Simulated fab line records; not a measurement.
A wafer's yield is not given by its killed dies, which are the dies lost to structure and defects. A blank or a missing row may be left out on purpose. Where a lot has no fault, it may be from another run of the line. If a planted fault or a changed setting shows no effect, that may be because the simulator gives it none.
fab line records	flow gf180mcu
record: lots: 14	wafers: 42	lastDay: 34
route steps=602 shown STI@25 LVPWELL@56 VT_IMPLANT@100 HV_LDD@196
lots that met no fault: taken from a fault-free run of the same line
startH: the number of hours between the record's first day and the start of the first shown wafer of the lot	waitH: time in hours since the lot's previous step	" the same as in the row above	L1.1+2: one row covering several wafers at once	- no value, or no start was given	* or withheld: withheld	< > ~ a bound
route shown NAME@n: NAME is a module with steps in the file, n the number in the route of the first one	usual: average and standard deviation across the fault-free wafers	same: alike in all rows	chamber/n: place in a boat	sites: readings site by site	_std_site: how widely they spread, as a standard deviation	_edge_site: outer sites' mean less inner sites'	radiusMm: for every site, how far away it sits from the centre of the wafer	mask NAME#n: copy n	behind: the last tool/chamber to shape the wafer	hold: the reason the lot was held/the length of the hold in hours/how it ended	device: which transistor (n, p or np) failed to switch	end of line: the same wafers' tests at the end of the route	for a step that has no rows: nothing shown but its recipe	killed: dies that structure and defects cost at the first sort, which is not the same as the wafer's yield	map: shows each die of a wafer: x if killed, . if not, _ if none is there
set.NAME: setting as actually run; set.NAME@STEP: the setting as run at that earlier step	model.NAME: the simulator's own value behind a step, which no gauge read
the route's steps for a sample of lots (tables are steps, rows are wafers)
services: a tool's chamber out of use, with start hour (startH, from the record's first day; less than 0 if before it), hours out, and reason
== steps ==
step: GF_STI_THK_MEAS_24
recipe: reads: SiO2_of_STI_CVD_23
usual: STI_CVD_23_THK: 655/8
lot.wafer	tool	chamber	startH	waitH	STI_CVD_23_THK[nm]
L865.2	filmMetro-01	-	26.10	0.0	660
L865.3	"	-	"	"	668
L865.6	"	-	"	"	664
L866.1	filmMetro-01	-	36.51	0.0	668
L866.2	"	-	"	"	660
L866.4	"	-	"	"	664
L868.3	filmMetro-01	-	42.80	0.1	654
L868.4	"	-	"	"	651
L868.5	"	-	"	"	641
L869.1	filmMetro-01	-	49.23	0.0	649
L869.4	"	-	"	"	638
L869.5	"	-	"	"	658
L871.1	filmMetro-02	-	57.72	0.0	649
L871.2	"	-	"	"	645
L871.3	"	-	"	"	652
L870.3	filmMetro-03	-	57.74	0.1	667
L870.4	"	-	"	"	666
L870.6	"	-	"	"	674
L872.1	filmMetro-01	-	63.13	0.0	666
L872.2	"	-	"	"	653
L872.6	"	-	"	"	659
L873.1	filmMetro-03	-	70.34	0.0	667
L873.3	"	-	"	"	661
L873.5	"	-	"	"	668
L874.1	filmMetro-01	-	75.63	0.0	649
L874.2	"	-	"	"	655
L874.4	"	-	"	"	660
L876.3	filmMetro-02	-	85.30	0.1	659
L876.4	"	-	"	"	657
L876.6	"	-	"	"	661
L879.1	filmMetro-03	-	99.88	0.0	644
L879.2	"	-	"	"	649
L879.3	"	-	"	"	652
L883.3	filmMetro-02	-	119.80	0.1	644
L883.4	"	-	"	"	651
L883.5	"	-	"	"	648
L884.3	filmMetro-01	-	125.40	0.1	662
L884.4	"	-	"	"	647
L884.5	"	-	"	"	663
L885.4	filmMetro-01	-	130.06	0.0	657
L885.5	"	-	"	"	652
L885.6	"	-	"	"	663
step: GF_LVPWELL_COAT_02
recipe: spinRpm: 2000	resistThkNm: 3000
usual: resistLineTempC: 22.98/0.1
lot.wafer	tool	chamber	startH	waitH	resistLineTempC
L865.2	lithoTrack-01	0	60.49	0.1	22.95
L865.3	"	0	"	"	23.03
L865.6	"	0	"	"	22.95
L866.1	lithoTrack-04	0	71.46	0.1	23.06
L866.2	"	0	"	"	23.14
L866.4	"	0	"	"	22.98
L868.3	lithoTrack-01	0	77.11	0.1	23.02
L868.4	"	0	"	"	22.82
L868.5	"	0	"	"	23.06
L869.1	lithoTrack-02	0	85.64	0.1	22.91
L869.4	"	0	"	"	22.99
L869.5	"	0	"	"	23.07
L871.1	lithoTrack-01	0	95.61	0.1	22.97
L871.2	"	0	"	"	22.97
L871.3	"	0	"	"	22.74
L870.3	lithoTrack-02	0	95.79	0.1	23.14
L870.4	"	0	"	"	23.07
L870.6	"	0	"	"	23.03
L872.1	lithoTrack-02	0	100.39	0.1	23.06
L872.2	"	0	"	"	23.03
L872.6	"	0	"	"	23.04
L873.1	lithoTrack-02	0	107.49	0.1	22.96
L873.3	"	0	"	"	22.93
L873.5	"	0	"	"	22.94
L874.1	lithoTrack-01	0	113.51	0.1	23.04
L874.2	"	0	"	"	23.05
L874.4	"	0	"	"	23.06
L876.3	lithoTrack-01	0	122.96	0.1	22.67
L876.4	"	0	"	"	22.83
L876.6	"	0	"	"	22.69
L879.1	lithoTrack-01	0	139.81	0.1	23.06
L879.2	"	0	"	"	22.98
L879.3	"	0	"	"	23.23
L883.3	lithoTrack-02	0	160.79	0.1	22.95
L883.4	"	0	"	"	22.91
L883.5	"	0	"	"	22.99
L884.3	lithoTrack-02	0	166.84	0.1	22.82
L884.4	"	0	"	"	22.69
L884.5	"	0	"	"	22.86
L885.4	lithoTrack-04	0	172.03	0.1	22.96
L885.5	"	0	"	"	23.00
L885.6	"	0	"	"	22.95
step: GF_LVPWELL_STRIP_10
recipe: chemistry: O2/N2	powerW: 1400	pressureMtorr: 1500	platenTempC: 250	o2FlowSccm: 3000	n2FlowSccm: 300	overashFraction: 0.5
usual: drypumpMotorCurrentA: 5.6/0.37	heaterPowerW: 325/23	oesProductAu: 0.722/0.0041	stripTimeToEndpointS: 36.97/0.13
lot.wafer	tool	chamber	startH	waitH	drypumpMotorCurrentA	heaterPowerW	oesProductAu	rfHoursCounterH	stripTimeToEndpointS
L865.2	plasmaAsher-01	1	67.05	0.1	5.2	283	0.720	39	37.26
L865.3	"	0	"	"	5.0	326	0.726	-	37.13
L865.6	"	0	"	"	5.0	335	0.723	-	37.08
L866.1	plasmaAsher-04	0	78.85	0.1	5.9	325	0.728	45	36.93
L866.2	"	1	"	"	5.6	326	0.722	45	36.93
L866.4	"	0	"	"	6.0	322	0.726	-	36.92
L868.3	plasmaAsher-04	0	84.11	0.1	6.0	313	0.718	-	36.97
L868.4	"	1	"	"	5.7	327	0.724	-	36.95
L868.5	"	1	"	"	5.6	325	0.728	-	36.90
L869.1	plasmaAsher-04	1	93.15	0.1	5.7	329	0.721	46	36.91
L869.4	"	0	"	"	6.0	318	0.724	-	36.85
L869.5	"	1	"	"	5.6	328	0.722	-	36.85
L871.1	plasmaAsher-01	1	102.95	0.1	5.2	280	0.725	42	36.80
L871.2	"	0	"	"	5.0	334	0.721	42	36.88
L871.3	"	1	"	"	5.2	283	0.722	-	36.80
L870.3	plasmaAsher-01	1	103.33	0.1	5.2	275	0.725	-	37.14
L870.4	"	0	"	"	5.0	330	0.717	-	37.03
L870.6	"	1	"	"	5.2	281	0.723	-	37.00
L872.1	plasmaAsher-04	0	108.00	0.1	5.9	325	0.733	48	36.92
L872.2	"	1	"	"	5.6	337	0.726	48	36.78
L872.6	"	0	"	"	5.9	326	0.720	-	36.93
L873.1	plasmaAsher-03	0	115.08	0.1	5.9	372	0.728	34	36.99
L873.3	"	1	"	"	5.9	337	0.720	-	37.03
L873.5	"	1	"	"	5.9	335	0.719	-	37.06
L874.1	plasmaAsher-03	0	121.10	0.1	5.9	373	0.720	35	37.03
L874.2	"	1	"	"	5.9	332	0.715	35	37.01
L874.4	"	0	"	"	5.9	365	0.717	-	36.96
L876.3	plasmaAsher-04	0	131.43	0.1	6.0	324	0.724	-	38.96
L876.4	"	1	"	"	5.6	324	0.721	-	39.02
L876.6	"	1	"	"	5.6	329	0.725	-	39.10
L879.1	plasmaAsher-04	0	148.50	0.1	5.9	329	0.729	3	39.01
L879.2	"	1	"	"	5.6	337	0.719	3	39.18
L879.3	"	1	"	"	5.6	331	0.712	-	39.03
L883.3	plasmaAsher-03	0	169.70	0.2	5.9	368	0.720	-	36.76
L883.4	"	1	"	"	5.9	339	0.725	-	36.79
L883.5	"	1	"	"	5.9	337	0.720	-	36.81
L884.3	plasmaAsher-04	0	175.63	0.1	6.0	330	0.726	-	36.92
L884.4	"	1	"	"	5.6	336	0.721	-	37.01
L884.5	"	1	"	"	5.7	324	0.721	-	36.87
L885.4	plasmaAsher-01	0	181.38	0.1	5.0	331	0.719	-	37.15
L885.5	"	0	"	"	5.0	333	0.718	-	37.16
L885.6	"	1	"	"	5.2	281	0.718	-	37.18
step: GF_VT_IMPLANT_TW_MEAS_10
usual: VT_IMPLANT_TW: 559/3.6
lot.wafer	tool	chamber	startH	waitH	VT_IMPLANT_TW
L865.2	filmMetro-01	-	108.89	0.1	563
L865.3	"	-	"	"	561
L865.6	"	-	"	"	563
L866.1	filmMetro-04	-	121.23	0.1	556
L866.2	"	-	"	"	554
L866.4	"	-	"	"	558
L868.3	filmMetro-04	-	127.70	0.1	557
L868.4	"	-	"	"	560
L868.5	"	-	"	"	558
L869.1	filmMetro-04	-	138.38	0.1	560
L869.4	"	-	"	"	559
L869.5	"	-	"	"	556
L871.1	filmMetro-04	-	148.28	0.1	567
L871.2	"	-	"	"	561
L871.3	"	-	"	"	564
L870.3	filmMetro-04	-	148.95	0.1	560
L870.4	"	-	"	"	561
L870.6	"	-	"	"	564
L872.1	filmMetro-03	-	154.15	0.1	550
L872.2	"	-	"	"	553
L872.6	"	-	"	"	547
L873.1	filmMetro-04	-	160.43	0.1	561
L873.3	"	-	"	"	561
L873.5	"	-	"	"	564
L874.1	filmMetro-03	-	169.12	0.1	558
L874.2	"	-	"	"	560
L874.4	"	-	"	"	556
L876.3	filmMetro-04	-	179.36	0.1	559
L876.4	"	-	"	"	560
L876.6	"	-	"	"	561
L879.1	filmMetro-03	-	197.58	0.1	557
L879.2	"	-	"	"	559
L879.3	"	-	"	"	557
L883.3	filmMetro-03	-	222.19	0.1	555
L883.4	"	-	"	"	556
L883.5	"	-	"	"	556
L884.3	filmMetro-01	-	227.16	0.1	563
L884.4	"	-	"	"	562
L884.5	"	-	"	"	560
L885.4	filmMetro-04	-	234.27	0.1	560
L885.5	"	-	"	"	563
L885.6	"	-	"	"	562
step: GF_HV_LDD_OVL_MEAS_20
usual: HV_LDD_01_OVL: -0.1/1.6
lot.wafer	tool	chamber	startH	waitH	HV_LDD_01_OVL[nm]
L865.2	overlay-01	-	229.14	0.1	1.6
L865.3	"	-	"	"	0.9
L865.6	"	-	"	"	1.6
L866.1	overlay-01	-	247.08	0.1	0.5
L866.2	"	-	"	"	1.2
L866.4	"	-	"	"	0.9
L868.3	overlay-01	-	253.52	0.1	-0.5
L868.4	"	-	"	"	-1.3
L868.5	"	-	"	"	1.9
L869.1	overlay-02	-	268.33	0.1	-0.9
L869.4	"	-	"	"	-1.5
L869.5	"	-	"	"	-2.1
L871.1	overlay-02	-	279.81	0.1	0.3
L871.2	"	-	"	"	0.1
L871.3	"	-	"	"	1.3
L870.3	overlay-02	-	280.47	0.1	-1.4
L870.4	"	-	"	"	1.0
L870.6	"	-	"	"	-0.2
L872.1	overlay-01	-	288.23	0.1	-0.4
L872.2	"	-	"	"	0.6
L872.6	"	-	"	"	-0.7
L873.1	overlay-01	-	296.36	0.1	-1.0
L873.3	"	-	"	"	-1.6
L873.5	"	-	"	"	-1.6
L874.1	overlay-02	-	305.73	0.1	2.5
L874.2	"	-	"	"	1.8
L874.4	"	-	"	"	-2.7
L876.3	overlay-02	-	319.97	0.1	2.3
L876.4	"	-	"	"	0.6
L876.6	"	-	"	"	-0.1
L879.1	overlay-02	-	340.03	0.1	2.2
L879.2	"	-	"	"	1.5
L879.3	"	-	"	"	1.8
L883.3	overlay-02	-	373.42	0.1	-1.8
L883.4	"	-	"	"	-1.5
L883.5	"	-	"	"	-3.2
L884.3	overlay-01	-	378.44	0.1	-0.8
L884.4	"	-	"	"	-1.1
L884.5	"	-	"	"	-2.4
L885.4	overlay-01	-	383.90	0.1	-1.8
L885.5	"	-	"	"	-1.5
L885.6	"	-	"	"	-1.1
== services ==
tool	chamber	startH	hours	kind
plasmaAsher-03	-	102.67	1.2	repair
plasmaAsher-04	-	108.75	9.0	pm
plasmaAsher-04	0	108.75	9.0	ventCycle
plasmaAsher-04	1	108.75	9.0	ventCycle
plasmaAsher-04	0	117.75	-	clean
plasmaAsher-04	1	117.75	-	clean
lithoTrack-01	-	162.06	-	consumableReplace:filter
== key ==
firstSign: step: GF_LVPWELL_STRIP_10	reading: stripTimeToEndpointS	direction: up	sigmas: 16	usual: *	struck: *
effect none on later readings
metAt GF_LVPWELL_COAT_02
struckLots L876,L879
testerLeftOut L876,L879
notActingAt GF_STI_THK_MEAS_24,GF_VT_IMPLANT_TW_MEAS_10,GF_HV_LDD_OVL_MEAS_20
onsetBetween 113.51 122.96
fault: kind: processParameterDrift	tool: lithoTrack-01	chamber: -	onsetH: 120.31	steps: GF_LVPWELL_COAT_02	channel: resistThkNm	offset: *	shape: step	endH: 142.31	actsIn: *	stated: *
testerLeftOut: of these lots the tester's yield and bins aren't shown, on N5 and GAA mostly nor the transistor test; their killed dies are dies lost to structure and defects alone, not to doping, threshold or leakage, so they don't give the yield
